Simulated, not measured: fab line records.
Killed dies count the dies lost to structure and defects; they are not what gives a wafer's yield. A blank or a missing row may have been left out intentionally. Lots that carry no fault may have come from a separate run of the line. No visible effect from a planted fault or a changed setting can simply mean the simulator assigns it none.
Matching of chambers    flow sky130    pecvd-03 running SKY_CAP2M_CVD_00: 3 sister chambers
The step deposits SiO2, target thk 15.5 nm. 3 wafers are shown with their chamber, then 12 later ones without.

WAFERS PAIRED WITH THEIR CHAMBERS
wafer   chamber  heater-power-w (W)
L083.5  0        739
L086.5  2        613
L086.6  1        690

WAFERS WHOSE CHAMBER IS MISSING
wafer   heater-power-w (W)
L088.2  688
L088.3  698
L088.5  740
L090.1  642
L090.2  535
L090.5  650
L093.1  666
L093.2  613
L093.6  624
L095.1  724
L095.4  770
L095.6  608

WHICH CHAMBER EACH ONE RAN IN
wafer   from the rows above           in truth
L088.2  can't be placed: 1 or 0       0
L088.3  can't be placed: 1 or 0       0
L088.5  can't be placed: 0 or 1       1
L090.1  can't be placed: 2 or 1       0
L090.2  2                             2
L090.5  can't be placed: 2 or 1 or 0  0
L093.1  can't be placed: 1 or 2 or 0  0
L093.2  2                             2
L093.6  can't be placed: 2 or 1       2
L095.1  can't be placed: 0 or 1       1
L095.4  can't be placed: 0 or 1       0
L095.6  2                             2
Correct placement for 3 of the 12. These rows do not allow placing 9 (true chamber among the candidates in 8). 0 placed wrongly.
How it was worked out, from the rows above alone: a wafer's distance from a chamber is the root of the sum, over the readings, of the square of ((its reading less the chamber's mean) divided by the reading's scatter). If the next closest chamber is less than 2 further off than the closest, the wafer can't be placed; otherwise it belongs to the closest. For every chamber, the mean is computed from those of its wafers that are shown. The scatter: root of mean squared gap, hidden wafer to nearest shown wafer, with one shown wafer a chamber.
